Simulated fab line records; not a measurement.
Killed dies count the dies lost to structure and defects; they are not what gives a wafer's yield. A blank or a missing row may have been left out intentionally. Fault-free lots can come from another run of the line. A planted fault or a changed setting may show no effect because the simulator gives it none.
Problem report, 8D (eight disciplines) form, completed by code -- flow gf180mcu -- the parts of the form that need people (team, actions taken, sign-off) are left out

## 1. WHAT IS WRONG
Mean of cd-nm at GF_HV_LDD_CD_MEAS_46: 380.0 nm across 6 wafers in 2 lots; on wafers with no fault it is 399.1 nm (standard deviation 1.9). Measured from the usual mean, that is -10 standard deviations.
The step: target cd 400 nm.
The first sign was on wafer L276.1 at day 18 06:57, on cd-sem-02. The record holds 36 wafers of 12 lots with a number at this step. The rule behind "out" and "out of limits": a value lying over 4 standard deviations away from the usual mean. All remaining wafers that have a number are taken as sound.

## 2. WHAT IT IS; WHAT IT IS NOT
question,is,is not
which readings at this step,cd-nm,-
which lots,"L276, L277","L260, L262, L265, L266, L267, L268, L270, L271, L278, L281"
which wafers of those lots,all that have a number,-
read on which gauges,cd-sem-02,cd-sem-01
when,from day 18 06:57,"up to then (24 sound wafers); but 6 sound wafers of L278, L281 came after"

## 3. THE SUSPECTS, EACH WITH WHAT RULES IT OUT
Counting: a tool at any process step up to the reading remains a suspect when it ran all the lots that are out and ran no sound lot after the first of those.
- the gauge at GF_HV_LDD_CD_MEAS_46: ruled out. All the wafers that are out were read on cd-sem-02, but those of them that GF_HV_LDD_COAT_41 has rows for are out there too, on other tools.
- litho-track-04 at GF_HV_LDD_COAT_41 (resist thk 1000 nm): kept. It ran every lot that is out, first L276 (day 17 19:42), and no sound lot after that. On those wafers its own readings are out: spin-speed-rpm.
Remaining after the count: litho-track-04 at GF_HV_LDD_COAT_41.

## 4. THE CAUSE (what the simulator had put in)
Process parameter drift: litho-track-04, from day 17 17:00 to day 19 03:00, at GF_HV_LDD_COAT_41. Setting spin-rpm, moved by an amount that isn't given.
The count eliminated every tool but this one.

## 5. THE CHAIN OF EFFECTS, in route order
Rows list readings where the struck wafers' mean (over those with a number) sits beyond 3 standard deviations from the usual. Only readings whose record carries a usual standard deviation are examined. hours: median over the lots of the time between each lot's start at the first step of this table that gives one and its start at this step. sigmas: the change, counted in usual standard deviations.
hours,step,reading,usual,on struck wafers,change,sigmas
0,GF_HV_LDD_COAT_41,spin-speed-rpm,2999.9 rpm,2121.8,-878.1,-99 or more
12,GF_HV_LDD_CD_MEAS_46,cd-nm,399.1 nm,380.0,-19.1,-10
12,GF_HV_LDD_STRIP_49,strip-time-to-endpoint-s,12.63 s,14.75,+2.12,+69
The process steps in it:
- GF_HV_LDD_COAT_41: resist thk 1000 nm.
- GF_HV_LDD_STRIP_49: strips in O2/N2.

## 6. HOW IT WOULD HAVE BEEN CAUGHT EARLIER
In this record the first reading out of limits at a measuring or inspecting step was taken at day 18 06:57, 14 hours after the fault began at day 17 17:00.
The tool's own readings at GF_HV_LDD_COAT_41 were out on every struck wafer that the step has a row for (spin-speed-rpm): an alarm limit on them would have fired on the first of those.
By day 18 06:57 the whole set of lots that are out, 2 in number, had already begun GF_HV_LDD_COAT_41 on litho-track-04. None of them would have been spared by holding the tool at that moment.
